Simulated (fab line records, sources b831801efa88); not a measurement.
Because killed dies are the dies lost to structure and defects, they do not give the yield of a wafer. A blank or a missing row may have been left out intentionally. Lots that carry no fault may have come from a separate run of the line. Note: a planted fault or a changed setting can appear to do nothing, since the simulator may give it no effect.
Struck lot and sound lot, side by side || flow sky130 || 32 out of 708 route steps
Sound: the wafers L559.1, L559.2, L559.4. Wafers struck: L575.1, L575.4, L575.5. At the end, the cause is stated.
Per side, at each step with rows, come the tool, then ch with its chambers, and then its first start. Under that, the readings that differ: sound wafers || struck wafers || difference of the means || sigmas: that difference in standard deviations of wafers without a fault.
alike: same words and numbers on both sides, and readings whose means sit less than 2 such deviations apart. not compared: any withheld reading, any reading some wafer has no value for, any bound like >300 that may hide the same value, and any number with overlapping values for which the record gives no deviation.
Wherever a step has rows on one side only, a row that says differs or no value, or a row with sigmas, the two part there. When numbers do not overlap yet have no deviation, they are printed without sigmas and do not part them. Lack of a reading on every wafer of one side parts them only where that side has two or more wafers.

first, 3 steps without rows for these wafers: SKY_POLY_CUT_EXPOSE_05 (exposes mask NPCM, target cd 270 nm); SKY_POLY_CUT_PEB_06; SKY_POLY_CUT_DEVELOP_07 (develop time 60 s).
SKY_POLY_CUT_CD_MEAS_08: target cd 270 nm.
  struck on cd_sem-02, day 29 22:46; sound on cd_sem-01, day 24 14:59
  alike: cd_nm
SKY_POLY_CUT_OVL_MEAS_09:
  struck on overlay-02, day 29 22:53; sound on overlay-01, day 24 15:06
  alike: POLY_CUT_OVL
SKY_POLY_CUT_ETCH_10: etches BARC in N2/H2, stops on SiO2, time 45.9 s, target depth 60 nm.
  sound on rie_diel-03 ch 0,1,3, day 24 15:08; struck on rie_diel-03 ch 0,1,2, day 29 22:55
{"reading": "throttle_valve_pct (%)", "sound": "13.210 13.212 13.213", "struck": "13.226 13.226 13.240", "difference": "+0.019", "sigmas": "+2"}
  alike: bias_w, chamber_pressure_mTorr, drypump_motor_current_A, oes_product_au
  not compared: rf_hours_counter_h
SKY_POLY_CUT_ETCH_11: etches Si3N4 in CF4/CH2F2/Ar, stops on poly-Si, time 42.5 s, target depth 60 nm.
  sound on rie_diel-03 ch 0,1,3, day 24 15:10; struck on rie_diel-03 ch 0,1,2, day 29 22:58
  alike: bias_w, chamber_pressure_mTorr, drypump_motor_current_A, oes_product_au, throttle_valve_pct
  not compared: rf_hours_counter_h
SKY_POLY_CUT_STRIP_12: strips in O2/N2.
  sound on plasma_asher-03 ch 0,1, day 24 15:13; struck on plasma_asher-03 ch 0,1, day 29 23:00
  alike: chamber_pressure_mTorr, drypump_motor_current_A, oes_product_au, strip_time_to_endpoint_s
  not compared: rf_hours_counter_h
then, 4 steps without rows for these wafers: SKY_SD_P_DEHYDRATE_00 (time 60 s); SKY_SD_P_HMDS_01 (prime time 60 s); SKY_SD_P_COAT_02 (resist thk 1140 nm); SKY_SD_P_SOFTBAKE_03 (time 60 s).
SKY_SD_P_EXPOSE_04: exposes mask PSDM, target cd 380 nm.
  sound on iline_stepper-02 ch 0, day 25 06:38; struck on iline_stepper-02 ch 0, day 30 13:01
{"reading": "mask", "sound": "PSDM#0 PSDM#0 PSDM#0", "struck": "URPM#0 URPM#0 URPM#0", "difference": "differs", "sigmas": ""}
  alike: focus_offset_nm, reticle_temp_C
then, 2 steps without rows for these wafers: SKY_SD_P_PEB_05; SKY_SD_P_DEVELOP_06 (develop time 60 s).
SKY_SD_P_CD_MEAS_07: target cd 380 nm.
  struck on cd_sem-02, day 31 02:32; sound on cd_sem-02, day 25 20:59
{"reading": "cd_nm (nm)", "sound": "384.7 386.7 386.6", "struck": "- - -", "difference": "no value on the struck wafers", "sigmas": ""}
SKY_SD_P_OVL_MEAS_08:
  struck on overlay-01, day 31 02:39; sound on overlay-01, day 25 21:06
{"reading": "SD_P_OVL (nm)", "sound": "0.2 1.3 1.7", "struck": "- - -", "difference": "no value on the struck wafers", "sigmas": ""}
next, for these wafers, 1 step has no rows: SKY_SD_P_IMPLANT_09.
SKY_SD_P_STRIP_10: strips in O2/N2.
  sound on plasma_asher-02 ch 0,1, day 25 21:17; struck on plasma_asher-02 ch 1, day 31 02:50
  alike: chamber_pressure_mTorr, drypump_motor_current_A, oes_product_au, strip_time_to_endpoint_s
  not compared: rf_hours_counter_h
SKY_SD_P_TW_MEAS_11:
  struck on film_metro-03, day 31 02:56; sound on film_metro-03, day 25 21:23
{"reading": "SD_P_TW", "sound": "2818 2810 2798", "struck": "30 30 30", "difference": -2779, "sigmas": "-99 or more"}
then, 8 steps without rows for these wafers: SKY_RES_XHIGH_DEHYDRATE_00 (time 60 s); SKY_RES_XHIGH_HMDS_01 (prime time 60 s); SKY_RES_XHIGH_COAT_02 (resist thk 1140 nm); SKY_RES_XHIGH_SOFTBAKE_03 (time 60 s); SKY_RES_XHIGH_EXPOSE_04 (exposes mask URPM, target cd 1270 nm); SKY_RES_XHIGH_PEB_05; SKY_RES_XHIGH_DEVELOP_06 (develop time 60 s); SKY_RES_XHIGH_IMPLANT_07.
SKY_RES_XHIGH_STRIP_08: strips in O2/N2.
  sound on plasma_asher-03 ch 0,1, day 27 02:31; struck on plasma_asher-03 ch 0,1, day 32 06:28
  alike: chamber_pressure_mTorr, drypump_motor_current_A, oes_product_au, strip_time_to_endpoint_s
  not compared: rf_hours_counter_h
SKY_RES_XHIGH_TW_MEAS_09:
  struck on film_metro-04, day 32 06:34; sound on film_metro-03, day 27 02:37
{"reading": "RES_XHIGH_TW", "sound": "1631 1629 1625", "struck": "2880 2901 2884", "difference": "+1260", "sigmas": "+99 or more"}
then, 1 step without rows for these wafers: SKY_SD_N_DEHYDRATE_00 (time 60 s).
-- a jump in the record: the struck wafers' starts before and after are 17 days apart (it breaks off in module SD_N and resumes in module PAD_OPEN, where the first step shown is number 708 of the route) --
SKY_PAD_OPEN_PROBE_99:
  struck on prober-01, day 49 14:14; sound on prober-01, day 46 01:17
{"reading": "killed_at_front_end", "sound": "25 18 15", "struck": "415 426 416", "difference": "+400", "sigmas": "+89"}
{"reading": "killed_dies", "sound": "81 94 85", "struck": "492 492 492", "difference": "+405", "sigmas": "+41"}
{"reading": "killed_on_rim", "sound": "14 18 17", "struck": "96 96 96", "difference": "+80", "sigmas": "+23"}
  alike: killed_at_M0_to_M3, killed_at_M4_up, killed_at_contacts, killed_at_other, killed_open, killed_short

== WHERE THEY PART ==
Earliest at SKY_POLY_CUT_ETCH_10; latest, in this record, at SKY_PAD_OPEN_PROBE_99.

WHY: the cause the simulator had injected
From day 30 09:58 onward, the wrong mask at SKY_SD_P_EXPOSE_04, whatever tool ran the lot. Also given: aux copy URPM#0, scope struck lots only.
